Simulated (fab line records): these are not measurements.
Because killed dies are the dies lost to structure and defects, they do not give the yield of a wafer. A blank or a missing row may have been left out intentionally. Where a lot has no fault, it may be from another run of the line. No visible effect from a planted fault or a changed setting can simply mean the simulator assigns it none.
What tool caused it? :: flow sky130 :: Sampling: 13 lots, 39 wafers, 3 of 708 route steps

## WHAT EACH GAUGE READ, for each wafer
SKY_POLY_GATE_CD_MEAS_22.
lot: L476
measured: day 16 23:16
on: cd sem-01
cd nm (nm): 150 147 145

lot: L479
measured: day 17 20:34
on: cd sem-02
cd nm (nm): 146 152 150

lot: L481
measured: day 18 12:46
on: cd sem-02
cd nm (nm): 146 150 149

lot: L482
measured: day 18 21:07
on: cd sem-01
cd nm (nm): 147 149 144

lot: L485
measured: day 20 01:16
on: cd sem-01
cd nm (nm): 150 146 147

lot: L487
measured: day 20 16:22
on: cd sem-02
cd nm (nm): 150 151 148

lot: L488
measured: day 20 20:23
on: cd sem-01
cd nm (nm): 150 147 146

lot: L490
measured: day 21 13:52
on: cd sem-01
cd nm (nm): 154 146 147

lot: L494
measured: day 23 04:20
on: cd sem-02
cd nm (nm): 146 149 143

lot: L495
measured: day 23 07:12
on: cd sem-01
cd nm (nm): 149 149 148

lot: L496
measured: day 23 17:25
on: cd sem-01
cd nm (nm): 147 151 159

lot: L498
measured: day 24 11:22
on: cd sem-01
cd nm (nm): 149 148 141

lot: L499
measured: day 24 13:49
on: cd sem-01
cd nm (nm): 150 150 153

SKY_SPACER_THK_MEAS_01.
lot: L476
measured: day 23 12:51
on: film metro-03
SPACER_CVD_00_THK (nm): 43.3 43.0 42.9

lot: L479
measured: day 24 08:12
on: film metro-02
SPACER_CVD_00_THK (nm): 42.9 43.1 42.9

lot: L481
measured: day 25 01:59
on: film metro-02
SPACER_CVD_00_THK (nm): 42.4 41.7 41.8

lot: L482
measured: day 25 09:53
on: film metro-03
SPACER_CVD_00_THK (nm): 43.8 43.5 43.3

lot: L485
measured: day 26 12:38
on: film metro-01
SPACER_CVD_00_THK (nm): 43.1 43.2 42.8

lot: L487
measured: day 27 04:07
on: film metro-03
SPACER_CVD_00_THK (nm): 43.2 43.2 43.2

lot: L488
measured: day 27 07:35
on: film metro-03
SPACER_CVD_00_THK (nm): 43.0 42.5 43.0

lot: L490
measured: day 28 02:14
on: film metro-02
SPACER_CVD_00_THK (nm): 43.0 42.6 42.7

lot: L494
measured: day 29 11:27
on: film metro-02
SPACER_CVD_00_THK (nm): 43.8 43.1 43.2

lot: L495
measured: day 29 15:05
on: film metro-01
SPACER_CVD_00_THK (nm): 42.7 42.8 42.7

lot: L496
measured: day 29 23:41
on: film metro-03
SPACER_CVD_00_THK (nm): 42.7 42.4 42.6

lot: L498
measured: day 30 15:39
on: film metro-02
SPACER_CVD_00_THK (nm): 43.0 43.1 43.1

lot: L499
measured: day 30 19:35
on: film metro-02
SPACER_CVD_00_THK (nm): 43.4 43.3 43.3

## WHICH TOOL RAN EACH LOT (tool, then ch and the chambers of the sampled wafers, then the start)
lot: L476
SKY_LDD_P_STRIP_10: plasma asher-01 ch 0,1, day 19 13:26

lot: L479
SKY_LDD_P_STRIP_10: plasma asher-04 ch 0,1, day 20 10:45

lot: L481
SKY_LDD_P_STRIP_10: plasma asher-04 ch 0,1, day 21 04:05

lot: L482
SKY_LDD_P_STRIP_10: plasma asher-04 ch 0,1, day 21 12:53

lot: L485
SKY_LDD_P_STRIP_10: plasma asher-04 ch 0, day 22 16:31

lot: L487
SKY_LDD_P_STRIP_10: plasma asher-01 ch 0,1, day 23 06:33

lot: L488
SKY_LDD_P_STRIP_10: plasma asher-04 ch 0,1, day 23 11:10

lot: L490
SKY_LDD_P_STRIP_10: plasma asher-02 ch 0,1, day 24 04:46

lot: L494
SKY_LDD_P_STRIP_10: plasma asher-02 ch 0,1, day 25 18:07

lot: L495
SKY_LDD_P_STRIP_10: plasma asher-01 ch 0,1, day 25 21:13

lot: L496
SKY_LDD_P_STRIP_10: plasma asher-02 ch 0,1, day 26 07:09

lot: L498
SKY_LDD_P_STRIP_10: plasma asher-02 ch 0,1, day 26 23:48

lot: L499
SKY_LDD_P_STRIP_10: plasma asher-02 ch 0,1, day 27 02:09
- SKY_LDD_P_STRIP_10: strips in O2/N2.

## AS READ BY THE TOOLS THEMSELVES (means over the sampled wafers that have a number; for cases with no such wafer, the mark the record gives instead)
SKY_LDD_P_STRIP_10.
lot: L476
tool: plasma asher-01
drypump motor current A (A): 5.3
oes product au (a.u.): 0.719
strip time to endpoint s (s): 14.25

lot: L479
tool: plasma asher-04
drypump motor current A (A): 5.9
oes product au (a.u.): 0.713
strip time to endpoint s (s): 14.18

lot: L481
tool: plasma asher-04
drypump motor current A (A): 5.6
oes product au (a.u.): 0.718
strip time to endpoint s (s): 14.16

lot: L482
tool: plasma asher-04
drypump motor current A (A): 5.6
oes product au (a.u.): 0.716
strip time to endpoint s (s): 14.11

lot: L485
tool: plasma asher-04
drypump motor current A (A): 6.3
oes product au (a.u.): 0.719
strip time to endpoint s (s): 14.20

lot: L487
tool: plasma asher-01
drypump motor current A (A): 5.3
oes product au (a.u.): 0.714
strip time to endpoint s (s): 14.14

lot: L488
tool: plasma asher-04
drypump motor current A (A): 5.6
oes product au (a.u.): 0.713
strip time to endpoint s (s): 14.16

lot: L490
tool: plasma asher-02
drypump motor current A (A): 6.0
oes product au (a.u.): 0.717
strip time to endpoint s (s): 14.17

lot: L494
tool: plasma asher-02
drypump motor current A (A): 6.0
oes product au (a.u.): 0.712
strip time to endpoint s (s): 14.14

lot: L495
tool: plasma asher-01
drypump motor current A (A): 5.4
oes product au (a.u.): 0.716
strip time to endpoint s (s): 14.18

lot: L496
tool: plasma asher-02
drypump motor current A (A): 6.0
oes product au (a.u.): 0.717
strip time to endpoint s (s): 14.19

lot: L498
tool: plasma asher-02
drypump motor current A (A): 5.8
oes product au (a.u.): 0.719
strip time to endpoint s (s): 14.22

lot: L499
tool: plasma asher-02
drypump motor current A (A): 6.0
oes product au (a.u.): 0.712
strip time to endpoint s (s): 14.24

## THE ANSWER, worked out from the rows above alone
Rule: the lots themselves supply what counts as usual. The widest of any qualifying gaps counts: lots, ordered by their means at a reading, are off when they make up no more than a third of the lots, leave a main group of 4 or more, and stand apart from it by 3 or more times the standard deviation of that group's means. If all means in a main group match to the digits the tables above print for the reading, that group is not used. Also off: a lot with no number at a reading for which 4 or more lots have one. Where the step has rows for the other lots, those lots are counted as sound. After the gauges, taken in route order, come the tools' own readings; for these a lot's mean is taken, as printed above. At the first step where some lot is off, the reading lying furthest off is the one used; lots without a number count as furthest.
None of the lots is off at any reading shown; this tells nothing.

## WHAT THE SIMULATOR HAD INSERTED
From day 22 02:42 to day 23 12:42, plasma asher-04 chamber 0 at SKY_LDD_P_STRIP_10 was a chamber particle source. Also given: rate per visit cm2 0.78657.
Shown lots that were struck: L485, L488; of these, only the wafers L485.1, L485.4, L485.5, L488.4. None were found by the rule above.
